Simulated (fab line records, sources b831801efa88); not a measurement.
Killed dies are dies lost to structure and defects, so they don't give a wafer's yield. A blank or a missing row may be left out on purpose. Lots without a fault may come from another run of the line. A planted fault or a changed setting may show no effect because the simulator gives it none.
fab line records | flow sky130
record lots=15 wafers=45 last_day=50
route steps=708 shown LDD_P@265 SPACER@305 SD_P@326
lots that met no fault: from a run of the same line without faults
start_h: hours from the record's first day to the start of the lot's first wafer shown | wait_h: hours since the lot's step before | " the same as in the row above | L1.1+2: a row that stands for several wafers | - no value, or no start given | * or withheld: withheld | < > ~ a bound
route shown NAME@n: a module of which the file shows steps, and the number in the route of the first | usual: mean/standard deviation of fault-free wafers | same: alike in all rows | chamber/n: place in a boat | sites: the reading at each site | _std_site: their standard deviation | _edge_site: outer sites' mean less inner sites' | radius_mm: how far each site lies from the wafer's centre | mask NAME#n: copy n | behind: the tool/chamber that last shaped the wafer | hold: why the lot was held/for how many hours/how that ended | device: the transistor (n, p or np) that didn't switch | end of line: the same wafers' tests at the end of the route | a step without rows: its recipe alone | killed: dies lost to structure and defects at the first sort, not the wafer's yield | map: a wafer's dies, x killed, . not, _ none there
set.NAME: the setting as run; set.NAME@STEP: as run at that earlier step | model.NAME: the simulator's own value behind a step, which no gauge read
steps of the route over a sample of lots; a table a step, a row a wafer
services: from which hour (start_h, from the record's first day; less than 0 if before it) a tool's chamber was out of use, for how many hours, and why
## steps
# step SKY_LDD_P_STRIP_10
# recipe chemistry=O2/N2 power_w=1400 pressure_mtorr=1500 platen_temp_c=withheld o2_flow_sccm=3000 n2_flow_sccm=300 overash_fraction=0.5
# usual drypump_motor_current_A=5.7/0.56 oes_product_au=0.716/0.0047 strip_time_to_endpoint_s=14.17/0.038
# same overash_fraction=0.5
# columns lot.wafer tool chamber start_h wait_h drypump_motor_current_A oes_product_au rf_hours_counter_h strip_time_to_endpoint_s
L538.2 plasma_asher-02 1 437.69 0.1 6.4 0.715 70 14.23
L538.4 " 1 " " 6.4 0.718 - 14.20
L538.6 " 1 " " 6.4 0.721 - 14.19
L539.1 plasma_asher-01 0 445.36 0.1 6.1 0.721 63 14.17
L539.2 " 1 " " 5.2 0.714 63 14.19
L539.4 " 1 " " 5.3 0.712 - 14.18
L540.2 plasma_asher-03 1 449.41 0.1 6.3 0.725 34 14.15
L540.3 " 0 " " 5.2 0.720 - 14.20
L540.4 " 1 " " 6.3 0.717 - 14.17
L542.1 plasma_asher-02 1 468.29 0.1 6.4 0.710 73 14.16
L542.5 " 0 " " 5.1 0.714 - 14.11
L542.6 " 1 " " 6.4 0.712 - 14.07
L543.4 plasma_asher-03 0 477.57 0.1 5.2 0.719 - 14.17
L543.5 " 1 " " 6.3 0.714 - 14.15
L543.6 " 0 " " 5.2 0.716 - 14.17
L548.2 plasma_asher-03 0 523.43 0.1 5.2 0.713 43 14.23
L548.4 " 1 " " 6.3 0.713 - 14.26
L548.6 " 0 " " 5.2 0.717 - 14.18
L549.2 plasma_asher-01 1 534.86 0.1 5.3 0.722 71 14.20
L549.5 " 1 " " 5.2 0.706 - 14.18
L549.6 " 0 " " 6.1 0.713 - 14.17
L550.2 plasma_asher-03 0 543.36 0.1 5.2 0.719 45 14.19
L550.4 " 1 " " 6.3 0.712 - 14.14
L550.6 " 1 " " 6.3 0.724 - 14.18
L554.1 plasma_asher-01 0 573.66 0.1 6.1 0.707 75 14.17
L554.4 " 1 " " 5.2 0.716 - 14.12
L554.6 " 1 " " 5.2 0.716 - 14.15
L555.2 plasma_asher-01 0 579.78 0.1 6.1 0.708 76 14.13
L555.3 " 0 " " 6.1 0.711 - 14.10
L555.6 " 0 " " 6.1 0.716 - 14.15
L557.2 plasma_asher-01 0 589.06 0.1 6.1 0.708 77 14.17
L557.5 " 0 " " 6.2 0.719 - 14.18
L557.6 " 1 " " 5.2 0.713 - 14.13
L558.1 plasma_asher-01 0 598.71 0.1 6.1 0.715 77 14.14
L558.4 " 0 " " 6.1 0.712 - 14.15
L558.6 " 1 " " 5.2 0.716 - 14.14
L559.1 plasma_asher-02 0 611.71 0.1 5.1 0.712 88 14.13
L559.2 " 1 " " 6.4 0.717 88 14.19
L559.5 " 1 " " 6.4 0.714 - 14.19
L560.2 plasma_asher-01 1 625.53 0.1 5.2 0.715 81 14.18
L560.4 " 1 " " 5.2 0.717 - 14.18
L560.5 " 1 " " 5.2 0.712 - 14.19
L561.2 plasma_asher-02 1 629.46 0.1 6.4 0.726 90 14.18
L561.4 " 1 " " 6.4 0.721 - 14.17
L561.6 " 1 " " 6.4 0.710 - 14.18
# step SKY_SPACER_THK_MEAS_01
# recipe reads=Si3N4_of_SPACER_CVD_00
# usual SPACER_CVD_00_THK=42.9/0.44
# columns lot.wafer tool chamber start_h wait_h SPACER_CVD_00_THK[nm]
L538.2 film_metro-03 - 536.37 0.0 42.5
L538.4 " - " " 42.6
L538.6 " - " " 42.3
L539.1 film_metro-04 - 539.96 0.0 42.6
L539.2 " - " " 42.5
L539.4 " - " " 42.6
L540.2 film_metro-04 - 543.79 0.0 43.5
L540.3 " - " " 42.9
L540.4 " - " " 43.1
L542.1 film_metro-04 - 562.43 0.0 43.3
L542.5 " - " " 42.9
L542.6 " - " " 43.0
L543.4 film_metro-03 - 570.99 0.0 43.3
L543.5 " - " " 43.1
L543.6 " - " " 42.9
L548.2 film_metro-04 - 614.70 0.0 43.0
L548.4 " - " " 42.8
L548.6 " - " " 43.1
L549.2 film_metro-04 - 625.36 0.0 42.2
L549.5 " - " " 42.4
L549.6 " - " " 42.1
L550.2 film_metro-02 - 634.42 0.0 42.9
L550.4 " - " " 43.0
L550.6 " - " " 42.7
L554.1 film_metro-03 - 666.24 0.1 43.6
L554.4 " - " " 43.3
L554.6 " - " " 43.7
L555.2 film_metro-03 - 668.39 0.0 42.7
L555.3 " - " " 42.7
L555.6 " - " " 42.9
L557.2 film_metro-03 - 674.57 0.0 42.6
L557.5 " - " " 42.8
L557.6 " - " " 42.5
L558.1 film_metro-02 - 686.48 0.0 43.2
L558.4 " - " " 43.4
L558.6 " - " " 43.4
L559.1 film_metro-02 - 699.31 0.0 43.8
L559.2 " - " " 43.4
L559.5 " - " " 43.5
L560.2 film_metro-04 - 711.55 0.0 43.1
L560.4 " - " " 42.8
L560.5 " - " " 42.8
L561.2 film_metro-03 - 715.48 0.0 43.1
L561.4 " - " " 43.1
L561.6 " - " " 43.3
# step SKY_SD_P_DEVELOP_06
# recipe resist=NOVOLAK developer=TMAH develop_time_s=60 dev_temp_c=23
# usual chill_plate_temp_C=23.01/0.098 develop_time_s=60/0
# columns lot.wafer tool chamber start_h wait_h chill_plate_temp_C develop_time_s
L538.2 litho_track-01 0 595.58 0.1 23.02 60
L538.4 " 0 " " 23.04 60
L538.6 " 0 " " 23.05 60
L539.1 litho_track-02 0 599.38 0.1 22.89 60
L539.2 " 0 " " 22.87 60
L539.4 " 0 " " 22.86 60
L540.2 litho_track-02 0 602.40 0.1 23.14 60
L540.3 " 0 " " 23.04 60
L540.4 " 0 " " 22.99 60
L542.1 litho_track-01 0 621.36 0.1 23.12 60
L542.5 " 0 " " 23.08 60
L542.6 " 0 " " 23.03 60
L543.4 litho_track-04 0 630.14 0.1 23.00 60
L543.5 " 0 " " 23.04 60
L543.6 " 0 " " 23.07 60
L548.2 litho_track-04 - 669.24 0.1 - -
L548.4 " - " " - -
L548.6 " - " " - -
L549.2 litho_track-04 - 680.94 0.1 - -
L549.5 " - " " - -
L549.6 " - " " - -
L550.2 litho_track-04 - 687.64 0.1 - -
L550.4 " - " " - -
L550.6 " - " " - -
L554.1 litho_track-01 0 723.41 0.1 23.23 60
L554.4 " 0 " " 23.22 60
L554.6 " 0 " " 23.00 60
L555.2 litho_track-02 0 725.30 0.1 23.05 60
L555.3 " 0 " " 22.89 60
L555.6 " 0 " " 22.92 60
L557.2 litho_track-02 0 730.85 0.1 23.11 60
L557.5 " 0 " " 22.99 60
L557.6 " 0 " " 22.94 60
L558.1 litho_track-01 0 742.06 0.1 23.09 60
L558.4 " 0 " " 22.91 60
L558.6 " 0 " " 23.05 60
L559.1 litho_track-01 0 754.66 0.1 22.99 60
L559.2 " 0 " " 22.93 60
L559.5 " 0 " " 22.93 60
L560.2 litho_track-04 0 766.24 0.1 23.01 60
L560.4 " 0 " " 23.04 60
L560.5 " 0 " " 22.96 60
L561.2 litho_track-02 0 768.75 0.1 23.06 60
L561.4 " 0 " " 22.98 60
L561.6 " 0 " " 23.19 60
# step SKY_SD_P_STRIP_10
# recipe chemistry=O2/N2 power_w=1400 pressure_mtorr=1500 platen_temp_c=withheld o2_flow_sccm=3000 n2_flow_sccm=300 overash_fraction=0.5
# usual drypump_motor_current_A=5.8/0.44 oes_product_au=0.617/0.0045 strip_time_to_endpoint_s=17.48/0.042
# same overash_fraction=0.5
# columns lot.wafer tool chamber start_h wait_h drypump_motor_current_A oes_product_au rf_hours_counter_h strip_time_to_endpoint_s
L538.2 plasma_asher-04 1 596.01 0.1 5.8 0.617 15 17.50
L538.4 " 0 " " 5.9 0.618 - 17.49
L538.6 " 0 " " 5.9 0.620 - 17.53
L539.1 plasma_asher-01 0 599.83 0.1 6.1 0.617 78 17.41
L539.2 " 1 " " 5.3 0.621 78 17.49
L539.4 " 0 " " 6.1 0.615 - 17.46
L540.2 plasma_asher-01 1 602.83 0.1 5.3 0.618 78 17.58
L540.3 " 1 " " 5.2 0.608 - 17.53
L540.4 " 0 " " 6.1 0.621 - 17.56
L542.1 plasma_asher-01 0 621.81 0.1 6.2 0.625 81 17.51
L542.5 " 0 " " 6.2 0.626 - 17.49
L542.6 " 1 " " 5.2 0.608 - 17.47
L543.4 plasma_asher-04 1 630.55 0.1 5.8 0.615 - 17.49
L543.5 " 1 " " 5.8 0.623 - 17.48
L543.6 " 0 " " 5.9 0.619 - 17.49
L548.2 plasma_asher-02 1 669.67 0.1 6.4 0.615 94 17.48
L548.4 " 1 " " 6.5 0.618 - 17.48
L548.6 " 0 " " 5.1 0.616 - 17.49
L549.2 plasma_asher-02 1 681.37 0.1 6.4 0.615 95 17.48
L549.5 " 1 " " 6.4 0.625 - 17.50
L549.6 " 0 " " 5.1 0.610 - 17.45
L550.2 plasma_asher-02 0 688.07 0.1 5.1 0.615 96 17.51
L550.4 " 1 " " 6.4 0.625 - 17.58
L550.6 " 0 " " 5.1 0.620 - 17.55
L554.1 plasma_asher-04 1 723.86 0.1 5.7 0.621 27 17.47
L554.4 " 1 " " 5.7 0.616 - 17.47
L554.6 " 0 " " 6.0 0.619 - 17.46
L555.2 plasma_asher-02 0 725.83 0.1 5.1 0.623 100 17.45
L555.3 " 1 " " 6.4 0.614 - 17.42
L555.6 " 1 " " 6.4 0.621 - 17.40
L557.2 plasma_asher-01 0 731.28 0.1 6.1 0.608 91 17.47
L557.5 " 1 " " 5.2 0.618 - 17.48
L557.6 " 0 " " 6.1 0.610 - 17.45
L558.1 plasma_asher-04 1 742.51 0.1 5.7 0.625 29 17.49
L558.4 " 1 " " 5.7 0.612 - 17.52
L558.6 " 0 " " 5.9 0.619 - 17.51
L559.1 plasma_asher-04 0 755.11 0.1 5.9 0.614 30 17.43
L559.2 " 1 " " 5.7 0.613 30 17.44
L559.5 " 0 " " 6.0 0.608 - 17.47
L560.2 plasma_asher-04 1 766.67 0.1 5.7 0.616 31 17.47
L560.4 " 1 " " 5.7 0.621 - 17.46
L560.5 " 0 " " 5.9 0.624 - 17.57
L561.2 plasma_asher-01 1 769.18 0.1 5.2 0.615 95 17.58
L561.4 " 0 " " 6.1 0.618 - 17.53
L561.6 " 1 " " 5.2 0.614 - 17.55
## services
# columns tool chamber start_h hours kind
plasma_asher-02 - 421.21 13.7 pm
plasma_asher-04 - 421.25 9.0 pm
plasma_asher-04 0 421.25 9.0 vent_cycle
plasma_asher-04 1 421.25 9.0 vent_cycle
plasma_asher-04 0 430.25 - clean
plasma_asher-04 1 430.25 - clean
plasma_asher-01 - 466.19 2.4 repair
plasma_asher-04 - 483.96 14.6 pm
plasma_asher-01 - 493.01 11.0 repair
plasma_asher-04 - 612.39 9.5 repair
plasma_asher-01 - 612.99 1.9 repair
plasma_asher-03 - 617.43 2.5 repair
plasma_asher-03 - 624.39 2.8 pm
plasma_asher-01 - 696.23 2.8 pm
plasma_asher-02 - 733.79 9.0 pm
plasma_asher-02 0 733.79 9.0 vent_cycle
plasma_asher-02 1 733.79 9.0 vent_cycle
plasma_asher-02 0 742.79 - clean
plasma_asher-02 1 742.79 - clean
plasma_asher-04 - 767.72 4.0 repair
## key
first_sign step=SKY_SD_P_DEVELOP_06 reading=tool_record direction=missing
effect none on later readings
met_at SKY_SD_P_DEVELOP_06
struck_lots L548,L549,L550
sort_left_out L548.2,L548.4,L548.6,L549.2,L549.5,L549.6,L550.2,L550.4,L550.6
tester_left_out L548,L549,L550
not_acting_at SKY_LDD_P_STRIP_10,SKY_SPACER_THK_MEAS_01,SKY_SD_P_STRIP_10
onset_between 630.14 669.24
fault kind=skipped_step_whole tool=litho_track-04 chamber=- onset_h=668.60 steps=SKY_SD_P_DEVELOP_06 scope=struck_lots_only
# tester_left_out: of these lots the tester's yield and bins aren't shown, on N5 and GAA mostly nor the transistor test; their killed dies are dies lost to structure and defects alone, not to doping, threshold or leakage, so they don't give the yield
# sort_left_out: the simulated sort isn't trusted on such a fault, so these wafers' sort isn't shown, and their yield isn't known
